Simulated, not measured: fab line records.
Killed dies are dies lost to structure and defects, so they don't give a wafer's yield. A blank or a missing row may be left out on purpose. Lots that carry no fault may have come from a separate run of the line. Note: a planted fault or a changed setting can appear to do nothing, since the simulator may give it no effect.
Which of the tools did it?    flow gf180mcu    39 wafers from 13 lots sampled at 4 of the route's 602 steps

== WHAT THE GAUGES READ, wafer by wafer ==
GF_HV_LDD_CD_MEAS_46 targets a cd of 400 nm.
lot   measured      on         cd-nm (nm)
L674  day 12 08:41  cd-sem-02  400.6 398.8 402.4
L676  day 13 03:07  cd-sem-01  401.1 401.5 399.1
L677  day 13 10:07  cd-sem-01  400.7 398.3 399.4
L678  day 13 22:41  cd-sem-02  399.0 400.2 398.5
L679  day 14 03:29  cd-sem-01  401.7 404.9 403.9
L680  day 14 09:59  cd-sem-02  394.7 399.0 396.7
L684  day 15 20:37  cd-sem-01  403.9 399.9 402.7
L686  day 16 12:49  cd-sem-01  398.6 399.9 397.4
L692  day 18 21:59  cd-sem-02  395.9 398.8 397.8
L693  day 19 07:07  cd-sem-01  402.5 398.4 399.0
L694  day 19 08:06  cd-sem-01  398.2 400.0 398.2
L696  day 20 00:17  cd-sem-02  399.1 400.4 397.8
L697  day 20 13:14  cd-sem-01  401.2 401.3 401.0

GF_HV_LDD_OVL_MEAS_47.
lot   measured      on          HV_LDD_03_OVL (nm)
L674  day 12 08:48  overlay-01  0.2 -0.2 -0.3
L676  day 13 03:14  overlay-01  2.4 2.3 2.9
L677  day 13 10:14  overlay-02  -2.1 -3.4 -1.3
L678  day 13 22:48  overlay-02  -3.7 -1.7 -1.2
L679  day 14 03:36  overlay-01  -1.2 2.3 1.2
L680  day 14 10:05  overlay-01  0.8 -0.9 -1.3
L684  day 15 20:43  overlay-01  -2.0 -1.2 0.1
L686  day 16 12:56  overlay-01  -1.7 -2.2 -1.1
L692  day 18 22:05  overlay-01  0.1 0.3 -1.3
L693  day 19 07:12  overlay-02  -1.4 -1.5 -0.5
L694  day 19 08:11  overlay-01  0.5 -0.6 0.0
L696  day 20 00:24  overlay-02  0.7 -1.1 -2.1
L697  day 20 13:21  overlay-01  -1.1 -2.7 -1.7

GF_NSD_OVL_MEAS_08.
lot   measured      on          NSD_OVL (nm)
L674  day 13 07:19  overlay-01  0.1 0.7 1.6
L676  day 14 03:02  overlay-01  1.8 3.4 1.2
L677  day 14 10:08  overlay-02  0.5 2.4 2.3
L678  day 14 22:44  overlay-02  1.5 -1.4 -0.2
L679  day 15 06:26  overlay-02  1.0 0.7 -0.4
L680  day 15 14:05  overlay-01  -0.2 2.4 1.2
L684  day 16 23:37  overlay-01  2.7 -0.3 -2.9
L686  day 17 16:08  overlay-01  0.6 0.6 0.8
L692  day 20 02:00  overlay-01  -2.3 -1.1 -1.9
L693  day 20 10:55  overlay-01  -0.4 0.4 -1.6
L694  day 20 11:47  overlay-01  -0.2 1.0 -1.3
L696  day 21 03:14  overlay-01  -2.6 -2.7 -1.4
L697  day 21 17:10  overlay-02  -1.2 -1.3 -0.1

== EACH LOT AND THE TOOL THAT RAN IT (in order: tool; ch and the chambers of the sampled wafers; start) ==
lot   GF_NSD_SOFTBAKE_03
L674  litho-track-03 ch 0, day 12 21:47
L676  litho-track-04 ch 0, day 13 16:20
L677  litho-track-04 ch 0, day 13 23:47
L678  litho-track-03 ch 0, day 14 12:16
L679  litho-track-04 ch 0, day 14 19:14
L680  litho-track-01 ch 0, day 14 23:54
L684  litho-track-01 ch 0, day 16 12:16
L686  litho-track-01 ch 0, day 17 03:46
L692  litho-track-04 ch 0, day 19 13:28
L693  litho-track-04 ch 0, day 19 22:59
L694  litho-track-03 ch 0, day 20 00:01
L696  litho-track-01 ch 0, day 20 15:16
L697  litho-track-03 ch 0, day 21 04:49
- GF_NSD_SOFTBAKE_03: time 60 s.

== WHAT THE TOOLS THEMSELVES READ (means of the sampled wafers that have a number; where no wafer has one, the mark that the record gives instead) ==
GF_NSD_SOFTBAKE_03.
lot   tool            heater-power-total-W (W)  run-length-s (s)
L674  litho-track-03  56.55                     89.02
L676  litho-track-04  56.55                     89.40
L677  litho-track-04  56.55                     89.36
L678  litho-track-03  56.59                     89.02
L679  litho-track-04  56.62                     89.35
L680  litho-track-01  56.56                     89.01
L684  litho-track-01  56.56                     89.13
L686  litho-track-01  56.98                     88.09
L692  litho-track-04  56.63                     89.34
L693  litho-track-04  56.62                     89.42
L694  litho-track-03  56.56                     88.95
L696  litho-track-01  56.62                     89.04
L697  litho-track-03  56.58                     88.97

== THE ANSWER, worked out from the rows above alone ==
Rule: the lots themselves supply what counts as usual. Put in order of their means at a reading, lots are off if they are a third of the lots or fewer, leave a main group of 4 or more, and stand apart from it by a gap of 3 or more times the standard deviation of the main group's means; of several such gaps the widest counts. Not used: any main group whose means are identical at the precision the tables above print for the reading. Also off: a lot with no number at a reading for which 4 or more lots have one. Any other lot the step has rows for is counted as sound. First the gauges in route order, then the tools' own readings, where a lot's mean is used as printed above. At the first step where some lot is off, the reading lying furthest off is the one used; lots without a number count as furthest.
Off: L686, at GF_NSD_SOFTBAKE_03 (heater-power-total-W). For the main group the mean is 56.58 W and the standard deviation 0.031.
A tool fits if, at that step or a process step before it, it ran every lot that is off, and no sound lot after the first of them. No candidate that was tried fits.

== WHAT WAS PUT IN BY THE SIMULATOR ==
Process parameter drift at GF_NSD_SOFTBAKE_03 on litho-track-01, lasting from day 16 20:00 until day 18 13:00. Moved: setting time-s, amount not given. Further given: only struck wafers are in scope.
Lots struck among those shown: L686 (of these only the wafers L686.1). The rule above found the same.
